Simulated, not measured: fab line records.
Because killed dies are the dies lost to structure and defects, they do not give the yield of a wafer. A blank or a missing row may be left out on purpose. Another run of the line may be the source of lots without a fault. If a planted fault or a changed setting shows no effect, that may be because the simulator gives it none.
8D (eight disciplines) problem report, filled in by code :: flow gf180mcu :: the parts of the form that need people (team, actions taken, sign-off) are left out

## 1. WHAT WENT WRONG
At GF_M3_DEVELOP_13, developer-temp-C averages 21.83 C over 6 wafers from 2 lots, while fault-free wafers read 20.99 C, standard deviation 0.1. Measured from the usual mean, that is +8.4 standard deviations.
The step: develop time 60 s.
Seen first at day 25 23:17 on litho-track-04, wafer L275.2. The record holds 39 wafers of 13 lots with a number at this step. The rule behind "out" and "out of limits": a value lying over 4 standard deviations away from the usual mean. All remaining wafers that have a number are taken as sound.

## 2. WHAT IT IS; WHAT IT IS NOT
question: which readings at this step
is: developer-temp-C
is not: -

question: which lots
is: L275, L276
is not: L262, L263, L264, L265, L266, L267, L278, L281, L282, L283, L284

question: which wafers of those lots
is: all that have a number
is not: -

question: read on which tools
is: litho-track-04
is not: litho-track-02, litho-track-03

question: when
is: from day 25 23:17
is not: up to then (18 sound wafers); but 15 sound wafers of L278, L281, L282, L283, L284 came after

## 3. WHAT RULES OUT EACH SUSPECT
Counting: a tool stays on the suspect list if, at a process step up to the reading, it processed all lots that are out and no sound lot following the first of them.
- pvd-sputter-04 at GF_M3_SPUTTER_00 (material Ti, target thk 37.5 nm, time 150 s): ruled out as a lasting fault. After its first lot that is out, L275 (day 25 02:26), sound lots L281, L282, L284 ran on it.
- pvd-sputter-04 at GF_M3_SPUTTER_01 (material TiN, target thk 30 nm, time 25 s): ruled out as a lasting fault. After its first lot that is out, L275 (day 25 02:32), sound lots L281, L282, L284 ran on it.
- litho-track-04 at GF_M3_DEVELOP_13 (develop time 60 s): kept. It processed each lot that is out, first L275 at day 25 23:17, and no sound lot thereafter; up to then, the last sound lot it processed was L266 at day 22 21:06. Out on those wafers are its own readings of developer-temp-C.
Remaining after the count: litho-track-04 at GF_M3_DEVELOP_13.

## 4. THE CAUSE (what the simulator had put in)
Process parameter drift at GF_M3_DEVELOP_13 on litho-track-04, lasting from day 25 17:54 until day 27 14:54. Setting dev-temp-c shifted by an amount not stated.
After counting, this tool was the only one left.

## 5. THE EFFECT CHAIN, in route order
Each row: a reading whose mean over the struck wafers that have a number lies more than 3 standard deviations from the usual. Scope: only readings with a usual standard deviation given in the record; hours: median across lots of the time from each lot's start at the first step in this table that gives one to its start at this step; sigmas: change in usual standard deviations.
hours: 0
step: GF_M3_DEVELOP_13
reading: developer-temp-C
usual: 20.99 C
on struck wafers: 21.83
change: +0.84
sigmas: +8.4
Its process steps:
- GF_M3_DEVELOP_13: develop time 60 s.

## 6. WHAT WOULD HAVE CAUGHT IT SOONER
First out-of-limits reading in this record: day 25 23:17, which is 5 hours after fault onset at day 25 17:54.
